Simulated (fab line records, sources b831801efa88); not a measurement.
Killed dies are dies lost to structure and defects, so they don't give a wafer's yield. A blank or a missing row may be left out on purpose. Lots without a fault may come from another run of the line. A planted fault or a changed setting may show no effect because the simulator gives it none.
Problem report in the 8D (eight disciplines) form, filled by code | flow sfq_line | the parts of the form that need people (team, actions taken, sign-off) are left out

1. THE PROBLEM
time_to_endpoint_s at SFQ_TRILAYER_I3_CMP_CMP_082 reads a mean of 282 s on 3 wafers of 2 lots; wafers without a fault read 219 s with a standard deviation of 7.9. That is +8.0 standard deviations from the usual mean.
The step: polishes SiO2.
First seen on wafer L713.6, day 39 10:40, on cmp-02. The record holds 42 wafers of 14 lots with a number at this step. Rule for "out", or "out of limits": more than 4 standard deviations from the usual mean. The other wafers with a number count as sound.

2. WHAT IT IS AND WHAT IT IS NOT
question                    | is                     | is not
which readings at this step | time_to_endpoint_s     | motor_current_A, retaining_ring_pressure_frac
which lots                  | L713, L714             | L711, L715, L716, L718, L725, L726, L727, L729, L730, L731, L733, L734
which wafers of those lots  | L713.6, L714.4, L714.6 | L713.3, L713.5, L714.3
read on which tools         | cmp-02                 | cmp-01
when                        | from day 39 10:40      | up to then (5 sound wafers); but 34 sound wafers of L714, L715, L716, L718, L725, L726, L727, L729, L730, L731, L733, L734 came after

3. SUSPECTS, AND WHAT RULES EACH OUT
Counting: a tool at a process step up to the reading stays a suspect if it ran every lot that is out. Sound lots after the first of them don't rule it out here, since some wafers of a struck lot are sound.
- cmp-02 at SFQ_TRILAYER_I3_CMP_CMP_082 (polishes SiO2): kept. It ran every lot that is out, first L713 (day 39 09:40); its last sound lot up to then is L711 (day 36 16:22). Its own readings are out on those wafers: time_to_endpoint_s.
Left after counting: cmp-02 at SFQ_TRILAYER_I3_CMP_CMP_082.

4. THE CAUSE (what the simulator had put in)
Process parameter drift: cmp-02, from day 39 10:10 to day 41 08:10, at SFQ_TRILAYER_I3_CMP_CMP_082. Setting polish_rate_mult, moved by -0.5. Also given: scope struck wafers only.
Counting left only this tool.

5. THE CHAIN OF EFFECTS, in route order
Each row: a reading whose mean over the struck wafers that have a number lies more than 3 standard deviations from the usual. Only readings for which the record gives a usual standard deviation are gone through. hours: the time from each lot's start at the first step in this table that gives one to its start at this step, as a median over the lots. sigmas: the change in usual standard deviations.
hours | step                                  | reading            | usual      | on struck wafers | change | sigmas
0     | SFQ_TRILAYER_I3_CMP_CMP_082           | time_to_endpoint_s | 219 s      | 282              | +63    | +8.0
3     | SFQ_TRILAYER_I3_METRO_MEASURE_083     | thk_nm             | 200.4 nm   | 305.9            | +105.5 | +99 or more
151   | SFQ_TRILAYER_I3_VIA_ETCH_VIA_ETCH_088 | oes_product_au     | 0.855 a.u. | 0.996            | +0.141 | +31
The process steps in it:
- SFQ_TRILAYER_I3_CMP_CMP_082: polishes SiO2.
- SFQ_TRILAYER_I3_METRO_MEASURE_083
- SFQ_TRILAYER_I3_VIA_ETCH_VIA_ETCH_088: etches SiO2 in CHF3, stops on Nb, target depth 260 nm.

6. WHAT WOULD HAVE CAUGHT IT SOONER
In this record the first reading out of limits was taken at day 39 10:40, 0 hours after the fault began at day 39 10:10.
